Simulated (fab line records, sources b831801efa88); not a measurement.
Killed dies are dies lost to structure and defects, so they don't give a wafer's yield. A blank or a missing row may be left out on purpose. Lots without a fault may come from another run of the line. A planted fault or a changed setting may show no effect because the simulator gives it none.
Which tool did it? | flow gf180mcu | 12 lots, 36 wafers sampled, at 4 steps of a route of 602

WHAT THE GAUGES READ, wafer by wafer
GF_DNWELL_TW_MEAS_09.
lot  | measured    | on            | DNWELL_TW
L367 | day 2 18:25 | film_metro-02 | 1333 1333 1340
L368 | day 3 00:25 | film_metro-02 | 1327 1325 1326
L369 | day 3 05:43 | film_metro-02 | 1333 1339 1334
L370 | day 3 10:40 | film_metro-03 | 1355 1358 1359
L371 | day 3 15:01 | film_metro-02 | 1347 1335 1342
L375 | day 4 12:08 | film_metro-03 | 1346 1355 1351
L379 | day 5 09:22 | film_metro-01 | 1339 1335 1340
L380 | day 5 15:55 | film_metro-03 | 1353 1350 1356
L381 | day 5 21:07 | film_metro-03 | 1350 1356 1353
L382 | day 6 02:56 | film_metro-01 | 1335 1337 1337
L385 | day 6 18:41 | film_metro-02 | 1344 1345 1347
L388 | day 7 11:10 | film_metro-01 | 1337 1338 1338

GF_VT_IMPLANT_RS_MEAS_48: measures by four-point-probe.
lot  | measured     | on            | LVPWELL_RS (ohm/sq)
L367 | day 7 13:32  | film_metro-02 | 1199 1200 1200
L368 | day 7 20:43  | film_metro-04 | 1199 1198 1196
L369 | day 8 03:26  | film_metro-04 | 1201 1197 1197
L370 | day 8 10:54  | film_metro-02 | 1196 1197 1196
L371 | day 8 18:14  | film_metro-01 | 1199 1196 1200
L375 | day 9 19:25  | film_metro-02 | 1203 1202 1203
L379 | day 10 22:13 | film_metro-04 | 1155 1159 1160
L380 | day 11 06:56 | film_metro-01 | 1159 1157 1156
L381 | day 11 12:53 | film_metro-02 | 1198 1199 1196
L382 | day 11 19:58 | film_metro-02 | 1197 1193 1194
L385 | day 12 16:24 | film_metro-01 | 1196 1191 1191
L388 | day 13 11:58 | film_metro-01 | 1197 1198 1200

WHICH TOOL RAN EACH LOT (tool, then ch and the chambers of the sampled wafers, then the start)
lot  | GF_LVPWELL_IMPLANT_08          | GF_VT_IMPLANT_STRIP_09
L367 | implanter-03 ch 0, day 3 20:02 | plasma_asher-01 ch 0,1, day 5 14:53
L368 | implanter-03 ch 0, day 4 02:31 | plasma_asher-01 ch 0,1, day 5 21:20
L369 | implanter-02 ch 0, day 4 07:41 | plasma_asher-01 ch 0,1, day 6 03:05
L370 | implanter-04 ch 0, day 4 13:19 | plasma_asher-04 ch 0,1, day 6 09:25
L371 | implanter-02 ch 0, day 4 19:10 | plasma_asher-02 ch 0,1, day 6 17:36
L375 | implanter-04 ch 0, day 5 16:50 | plasma_asher-01 ch 0,1, day 7 16:30
L379 | implanter-02 ch 0, day 6 15:32 | plasma_asher-01 ch 0,1, day 8 16:20
L380 | implanter-02 ch 0, day 6 23:12 | plasma_asher-01 ch 0,1, day 9 00:14
L381 | implanter-03 ch 0, day 7 03:16 | plasma_asher-04 ch 0,1, day 9 05:32
L382 | implanter-04 ch 0, day 7 09:56 | plasma_asher-02 ch 0,1, day 9 12:38
L385 | implanter-03 ch 0, day 8 02:56 | plasma_asher-01 ch 0,1, day 10 07:34
L388 | implanter-04 ch 0, day 8 19:53 | plasma_asher-01 ch 0,1, day 11 02:07
- GF_LVPWELL_IMPLANT_08
- GF_VT_IMPLANT_STRIP_09: strips in O2/N2.

WHAT THE TOOLS THEMSELVES READ (means of the sampled wafers that have a number; where no wafer has one, the mark that the record gives instead)
GF_LVPWELL_IMPLANT_08.
lot  | tool         | dose_ions_cm2 | faraday_current_uA
L367 | implanter-03 | 1.5008e+13    | 86.1
L368 | implanter-03 | 1.4980e+13    | 84.6
L369 | implanter-02 | 1.4979e+13    | 84.1
L370 | implanter-04 | 1.5003e+13    | 84.3
L371 | implanter-02 | 1.5008e+13    | 86.1
L375 | implanter-04 | 1.5019e+13    | 86.3
L379 | implanter-02 | 1.6102e+13    | 91.9
L380 | implanter-02 | 1.6085e+13    | 91.7
L381 | implanter-03 | 1.4998e+13    | 85.2
L382 | implanter-04 | 1.5017e+13    | 84.3
L385 | implanter-03 | 1.5003e+13    | 85.0
L388 | implanter-04 | 1.5007e+13    | 84.1

GF_VT_IMPLANT_STRIP_09.
lot  | tool            | drypump_motor_current_A (A) | heater_power_w (W) | oes_product_au (a.u.) | strip_time_to_endpoint_s (s)
L367 | plasma_asher-01 | 5.3                         | 329                | 0.715                 | 12.59
L368 | plasma_asher-01 | 5.5                         | 322                | 0.716                 | 12.56
L369 | plasma_asher-01 | 5.5                         | 319                | 0.720                 | 12.56
L370 | plasma_asher-04 | 5.6                         | 337                | 0.712                 | 12.63
L371 | plasma_asher-02 | 6.3                         | 352                | 0.717                 | 12.60
L375 | plasma_asher-01 | 5.5                         | 323                | 0.715                 | 12.60
L379 | plasma_asher-01 | 5.5                         | 319                | 0.712                 | 12.66
L380 | plasma_asher-01 | 5.5                         | 322                | 0.715                 | 12.61
L381 | plasma_asher-04 | 5.5                         | 347                | 0.711                 | 12.63
L382 | plasma_asher-02 | 5.9                         | 364                | 0.716                 | 12.62
L385 | plasma_asher-01 | 5.5                         | 324                | 0.715                 | 12.68
L388 | plasma_asher-01 | 5.5                         | 317                | 0.717                 | 12.64

THE ANSWER, worked out from the rows above alone
Rule: what is usual is taken from the lots themselves. Put in order of their means at a reading, lots are off if they are a third of the lots or fewer, leave a main group of 4 or more, and stand apart from it by a gap of 3 or more times the standard deviation of the main group's means; of several such gaps the widest counts. A main group whose means are all the same, to the digits that the tables above print for the reading, isn't used. A lot without any number at a reading at which 4 lots or more have one is off too. The other lots that the step has rows for count as sound. The gauges are gone through in route order, then the tools' own readings, and for those a lot's mean is taken as printed above. The first step at which some lot is off is used, and at that step the reading that is off furthest; a lot without a number counts as furthest.
Off: L379, L380, at GF_VT_IMPLANT_RS_MEAS_48 (LVPWELL_RS). The main group: mean 1198 ohm/sq, standard deviation 2.6.
A tool fits if, at a process step before that reading, it ran every lot that is off, and no sound lot after the first of them. The gauges at GF_VT_IMPLANT_RS_MEAS_48 aren't tried: what is off there is off at GF_LVPWELL_IMPLANT_08 too, on other tools, and a gauge's error can't cause that. One fits: implanter-02 at GF_LVPWELL_IMPLANT_08. Its last sound lot is L371 (day 4 19:10), its first lot that is off L379 (day 6 15:32): a fault that began between those two fits.
The tool's own readings at GF_LVPWELL_IMPLANT_08 bear it out: on the lots that are off they differ by more than 5 times the standard deviation of the sound lots' means. dose_ions_cm2 reads 1.6094e+13 there against 1.5002e+13 on the sound lots; faraday_current_uA reads 91.8 there against 85.0 on the sound lots.

WHAT THE SIMULATOR HAD PUT IN
Process parameter drift: implanter-02, from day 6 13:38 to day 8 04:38, at GF_LVPWELL_IMPLANT_08. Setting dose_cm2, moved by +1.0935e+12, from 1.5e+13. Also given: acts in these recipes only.
Lots struck among those shown: L379, L380. The rule above found the same.
